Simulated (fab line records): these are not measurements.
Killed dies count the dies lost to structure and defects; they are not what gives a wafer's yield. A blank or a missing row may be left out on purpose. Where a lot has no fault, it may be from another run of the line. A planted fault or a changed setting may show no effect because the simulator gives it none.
Split-lot experiment :: flow sky130 :: 23 wafers read from 5 lots, route of 708 steps

== THE SPLIT ==
At SKY_NWELL_IMPLANT_24, the setting energy_kev was moved away from the recipe's 140 on 8 of the 23 wafers read, by -4.4% to +6.0%. This setting was run at the recipe's value on the other wafers.

The reading comes from the split's own step.

== THE READING ==
In nm, at SKY_NWELL_IMPLANT_24: implant.drp_nm, which is the simulator's own figure and was read by no gauge. There is no usual value for it anywhere in the file.

wafer: L077.1
tool, chamber at the split: implanter-01, 0
energy_kev as run: 140
against the recipe: recipe
implant.drp_nm, nm: 95.47
against lot-mates on the recipe: -

wafer: L077.4
tool, chamber at the split: implanter-01, 0
energy_kev as run: 140
against the recipe: recipe
implant.drp_nm, nm: 95.47
against lot-mates on the recipe: -

wafer: L077.5
tool, chamber at the split: implanter-01, 0
energy_kev as run: 140
against the recipe: recipe
implant.drp_nm, nm: 95.47
against lot-mates on the recipe: -

wafer: L079.1
tool, chamber at the split: implanter-04, 0
energy_kev as run: 140
against the recipe: recipe
implant.drp_nm, nm: 95.47
against lot-mates on the recipe: -

wafer: L079.2
tool, chamber at the split: implanter-04, 0
energy_kev as run: 140
against the recipe: recipe
implant.drp_nm, nm: 95.47
against lot-mates on the recipe: -

wafer: L079.4
tool, chamber at the split: implanter-04, 0
energy_kev as run: 140
against the recipe: recipe
implant.drp_nm, nm: 95.47
against lot-mates on the recipe: -

wafer: L079.5
tool, chamber at the split: implanter-04, 0
energy_kev as run: 140
against the recipe: recipe
implant.drp_nm, nm: 95.47
against lot-mates on the recipe: -

wafer: L079.6
tool, chamber at the split: implanter-04, 0
energy_kev as run: 140
against the recipe: recipe
implant.drp_nm, nm: 95.47
against lot-mates on the recipe: -

wafer: L082.1
tool, chamber at the split: implanter-01, 0
energy_kev as run: 140
against the recipe: recipe
implant.drp_nm, nm: 95.47
against lot-mates on the recipe: -

wafer: L082.5
tool, chamber at the split: implanter-01, 0
energy_kev as run: 140
against the recipe: recipe
implant.drp_nm, nm: 95.47
against lot-mates on the recipe: -

wafer: L082.2
tool, chamber at the split: implanter-01, 0
energy_kev as run: 133.8
against the recipe: -4.4%
implant.drp_nm, nm: 93.8
against lot-mates on the recipe: -1.67

wafer: L082.4
tool, chamber at the split: implanter-01, 0
energy_kev as run: 133.8
against the recipe: -4.4%
implant.drp_nm, nm: 93.8
against lot-mates on the recipe: -1.67

wafer: L082.6
tool, chamber at the split: implanter-01, 0
energy_kev as run: 133.8
against the recipe: -4.4%
implant.drp_nm, nm: 93.8
against lot-mates on the recipe: -1.67

wafer: L083.1
tool, chamber at the split: implanter-01, 0
energy_kev as run: 148.4
against the recipe: +6.0%
implant.drp_nm, nm: 97.56
against lot-mates on the recipe: +2.09

wafer: L083.2
tool, chamber at the split: implanter-01, 0
energy_kev as run: 148.4
against the recipe: +6.0%
implant.drp_nm, nm: 97.56
against lot-mates on the recipe: +2.09

wafer: L083.4
tool, chamber at the split: implanter-01, 0
energy_kev as run: 148.4
against the recipe: +6.0%
implant.drp_nm, nm: 97.56
against lot-mates on the recipe: +2.09

wafer: L083.3
tool, chamber at the split: implanter-01, 0
energy_kev as run: 140
against the recipe: recipe
implant.drp_nm, nm: 95.47
against lot-mates on the recipe: -

wafer: L083.6
tool, chamber at the split: implanter-01, 0
energy_kev as run: 140
against the recipe: recipe
implant.drp_nm, nm: 95.47
against lot-mates on the recipe: -

wafer: L085.1
tool, chamber at the split: implanter-01, 0
energy_kev as run: 140
against the recipe: recipe
implant.drp_nm, nm: 95.47
against lot-mates on the recipe: -

wafer: L085.4
tool, chamber at the split: implanter-01, 0
energy_kev as run: 140
against the recipe: recipe
implant.drp_nm, nm: 95.47
against lot-mates on the recipe: -

wafer: L085.6
tool, chamber at the split: implanter-01, 0
energy_kev as run: 140
against the recipe: recipe
implant.drp_nm, nm: 95.47
against lot-mates on the recipe: -

wafer: L085.2
tool, chamber at the split: implanter-01, 0
energy_kev as run: 134.1
against the recipe: -4.2%
implant.drp_nm, nm: 93.88
against lot-mates on the recipe: -1.59

wafer: L085.5
tool, chamber at the split: implanter-01, 0
energy_kev as run: 134.1
against the recipe: -4.2%
implant.drp_nm, nm: 93.88
against lot-mates on the recipe: -1.59

FIT RESULTS
A straight line over all 23 wafers: implant.drp_nm changes by +0.361 nm for each +1% of energy_kev; r = +1.00; the points scatter about the line by 0.036 nm.
The same after taking each lot's own level away (the mean of its wafers on the recipe; 23 wafers): +0.361 nm for each +1%; r = +1.00; scatter 0.036 nm.
According to that fit, moving energy_kev by its largest amount changes the reading by 2.2 nm.
The lots' own levels span 95.470 to 95.470 nm.
So the lot-to-lot level changes the slope little: the two slopes agree.
Check: +2.16 nm against its lot-mates is what the line predicts for one of the wafers moved furthest among these (+6.0%) when that wafer is left out of the fit. It came out at +2.09 nm against them.

== FURTHER SPLITS ON THESE WAFERS ==
Before the reading, these wafers also passed through other splits. Each is held against what the fit with the lots' levels taken away leaves over:
other split on the same wafers: SKY_FIELD_ISO_EXPOSE_10 dose_mj
wafers away from the commonest value: 6
r with implant.drp_nm (lot level and that fit taken away): -0.45

other split on the same wafers: SKY_FIELD_ISO_ETCH_17 icp_w
wafers away from the commonest value: 9
r with implant.drp_nm (lot level and that fit taken away): +0.22

other split on the same wafers: SKY_FIELD_ISO_WET_ETCH_30 time_s
wafers away from the commonest value: 15
r with implant.drp_nm (lot level and that fit taken away): +0.04

other split on the same wafers: SKY_NWELL_OXIDATION_01 temp_c
wafers away from the commonest value: 15
r with implant.drp_nm (lot level and that fit taken away): +0.32

other split on the same wafers: SKY_NWELL_COAT_05 resist_thk_nm
wafers away from the commonest value: 9
r with implant.drp_nm (lot level and that fit taken away): -0.14

other split on the same wafers: SKY_NWELL_IMPLANT_12 energy_kev
wafers away from the commonest value: 7
r with implant.drp_nm (lot level and that fit taken away): +0.14

== FILE'S OWN FIT ==
implant.drp_nm changes by +0.363 nm for each +1% of energy_kev, r = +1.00.
